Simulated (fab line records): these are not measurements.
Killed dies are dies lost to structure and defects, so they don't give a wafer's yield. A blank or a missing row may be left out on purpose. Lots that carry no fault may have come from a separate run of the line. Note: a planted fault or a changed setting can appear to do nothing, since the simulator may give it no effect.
What tool caused it? | flow gf180mcu | 45 wafers from 15 lots sampled at 4 of the route's 602 steps

WHAT THE GAUGES SHOWED, per wafer
GF_STI_BOW_MEAS_00. Usual: INCOMING_BOW 0 um, standard deviation 6.4.
lot  | measured    | on            | INCOMING_BOW (um) | flag
L262 | day 1 10:02 | film metro-02 | -6 1 0            |
L265 | day 2 01:01 | film metro-01 | 0 2 3             |
L266 | day 2 06:02 | film metro-02 | 0 -1 0            |
L267 | day 2 11:01 | film metro-02 | 3 -8 -6           |
L268 | day 2 16:01 | film metro-04 | 8 4 -5            |
L269 | day 2 21:01 | film metro-01 | -12 -2 -3         |
L270 | day 3 02:01 | film metro-02 | 6 -2 2            |
L272 | day 3 12:00 | film metro-02 | 1 3 -10           |
L273 | day 3 17:00 | film metro-01 | -1 2 5            |
L274 | day 3 22:01 | film metro-04 | 11 4 5            |
L279 | day 4 23:00 | film metro-01 | -6 2 -12          |
L280 | day 5 04:01 | film metro-02 | -14 -2 1          |
L281 | day 5 09:00 | film metro-04 | 0 3 -2            |
L282 | day 5 14:00 | film metro-02 | -12 7 -3          |
L283 | day 5 19:01 | film metro-01 | 6 -1 1            |

GF_STI_CD_MEAS_12 targets a cd of 220 nm. Usual: cd nm at 220.2 nm, with a standard deviation of 1.1.
lot  | measured    | on        | cd nm (nm)        | flag
L262 | day 2 01:58 | cd sem-02 | 220.9 220.9 219.6 |
L265 | day 2 18:29 | cd sem-01 | 217.5 218.6 218.9 |
L266 | day 2 22:43 | cd sem-02 | 221.1 221.0 221.0 |
L267 | day 3 05:01 | cd sem-01 | 220.7 220.1 220.4 |
L268 | day 3 08:34 | cd sem-01 | 218.0 218.0 219.6 |
L269 | day 3 13:56 | cd sem-01 | 220.4 220.6 221.2 |
L270 | day 3 18:17 | cd sem-01 | 219.5 219.6 219.6 |
L272 | day 4 05:31 | cd sem-01 | 219.2 218.9 219.5 |
L273 | day 4 10:05 | cd sem-02 | 220.7 219.9 219.3 |
L274 | day 4 15:23 | cd sem-01 | 220.0 219.7 220.2 |
L279 | day 5 17:02 | cd sem-01 | 221.1 221.2 221.0 |
L280 | day 5 22:19 | cd sem-02 | 221.0 220.4 221.0 |
L281 | day 6 04:11 | cd sem-02 | 220.3 219.7 221.2 |
L282 | day 6 08:16 | cd sem-01 | 220.5 220.4 220.3 |
L283 | day 6 13:30 | cd sem-02 | 219.4 218.6 218.9 |

GF_NWELL_TW_MEAS_11. Usual: NWELL_TW 1580, standard deviation 11.
lot  | measured    | on            | NWELL_TW                      | flag
L262 | day 3 08:20 | film metro-04 | 1574 1574 1573                |
L265 | day 4 02:58 | film metro-01 | 1574 1578 1578                |
L266 | day 4 07:11 | film metro-03 | 1593 1596 1591                |
L267 | day 4 18:04 | film metro-04 | 1572 1579 1573                |
L268 | day 4 19:37 | film metro-03 | 1589 1597 1585                |
L269 | day 4 23:13 | film metro-03 | 1591 1594 1597                |
L270 | day 5 03:49 | film metro-01 | 1576 1575 1576                |
L272 | day 5 16:16 | film metro-01 | 1495 1498 1499 1503 1486 1487 | OFF
L273 | day 5 20:28 | film metro-03 | 1510 1514 1517 1517 1515 1514 | OFF
L274 | day 6 01:37 | film metro-04 | 1490 1492 1495 1504 1496 1489 | OFF
L279 | day 7 04:24 | film metro-01 | 1575 1570 1573                |
L280 | day 7 11:07 | film metro-03 | 1594 1594 1593                |
L281 | day 7 18:16 | film metro-01 | 1573 1570 1576                |
L282 | day 7 20:42 | film metro-01 | 1573 1562 1569                |
L283 | day 8 03:16 | film metro-03 | 1585 1590 1590                |

WHAT TOOL EACH LOT RAN ON (gives the tool, then ch and the chambers of the sampled wafers, and finally the start)
lot  | GF_NWELL_IMPLANT_09
L262 | implanter-02 ch 0, day 3 08:07
L265 | implanter-03 ch 0, day 4 02:44
L266 | implanter-01 ch 0, day 4 06:58
L267 | implanter-02 ch 0, day 4 17:50
L268 | implanter-03 ch 0, day 4 19:23
L269 | implanter-03 ch 0, day 4 22:59
L270 | implanter-02 ch 0, day 5 03:35
L272 | implanter-01, day 5 16:01
L273 | implanter-03, day 5 20:13
L274 | implanter-03, day 6 01:23
L279 | implanter-01 ch 0, day 7 04:09
L280 | implanter-03 ch 0, day 7 10:53
L281 | implanter-03 ch 0, day 7 18:01
L282 | implanter-03 ch 0, day 7 20:27
L283 | implanter-03 ch 0, day 8 03:02
- GF_NWELL_IMPLANT_09

AS READ BY THE TOOLS THEMSELVES (means over the sampled wafers that have a number; for cases with no such wafer, the mark the record gives instead)
GF_NWELL_IMPLANT_09. Usual: beam energy keV 159.99, standard deviation 0.053; beam on s 10.00 s, standard deviation 0.2; dose ions cm2 4e+12, standard deviation 4.1e+09.
lot  | tool         | beam energy keV | beam on s (s) | dose ions cm2 | flag
L262 | implanter-02 | 159.99          | 9.88          | 4e+12         |
L265 | implanter-03 | 159.87          | 10.14         | 4e+12         |
L266 | implanter-01 | 160.02          | 9.98          | 4e+12         |
L267 | implanter-02 | 159.96          | 10.08         | 4e+12         |
L268 | implanter-03 | 159.96          | 10.01         | 4e+12         |
L269 | implanter-03 | 160.01          | 10.19         | 4e+12         |
L270 | implanter-02 | 160.04          | 9.99          | 4e+12         |
L272 | implanter-01 | -               | -             | -             | OFF
L273 | implanter-03 | -               | -             | -             | OFF
L274 | implanter-03 | -               | -             | -             | OFF
L279 | implanter-01 | 159.99          | 10.25         | 4e+12         |
L280 | implanter-03 | 160.05          | 10.09         | 4e+12         |
L281 | implanter-03 | 159.99          | 10.18         | 4e+12         |
L282 | implanter-03 | 159.94          | 10.07         | 4e+12         |
L283 | implanter-03 | 159.94          | 10.08         | 4e+12         |

THE ANSWER, worked out from the rows above alone
Rule: lot off if the mean of its wafers having a number is beyond 3 standard deviations from the usual mean. Also off: a lot with no number at a reading for which 4 or more lots have one. All remaining lots with rows at the step are treated as sound. First the gauges in route order, then the tools' own readings, where a lot's mean is used as printed above. At the first step where some lot is off, the reading lying furthest off is the one used; lots without a number count as furthest.
Off: L272, L273, L274, at GF_NWELL_TW_MEAS_11 (NWELL_TW).
If a tool, at a process step before that reading, ran all the lots that are off and no sound lot after the first of them, it fits. The gauges at GF_NWELL_TW_MEAS_11 aren't tried: what is off there is off at GF_NWELL_IMPLANT_09 too, on other tools, and a gauge's error can't cause that. Not one of the candidates tried fits.

WHAT THE SIMULATOR HAD PUT IN
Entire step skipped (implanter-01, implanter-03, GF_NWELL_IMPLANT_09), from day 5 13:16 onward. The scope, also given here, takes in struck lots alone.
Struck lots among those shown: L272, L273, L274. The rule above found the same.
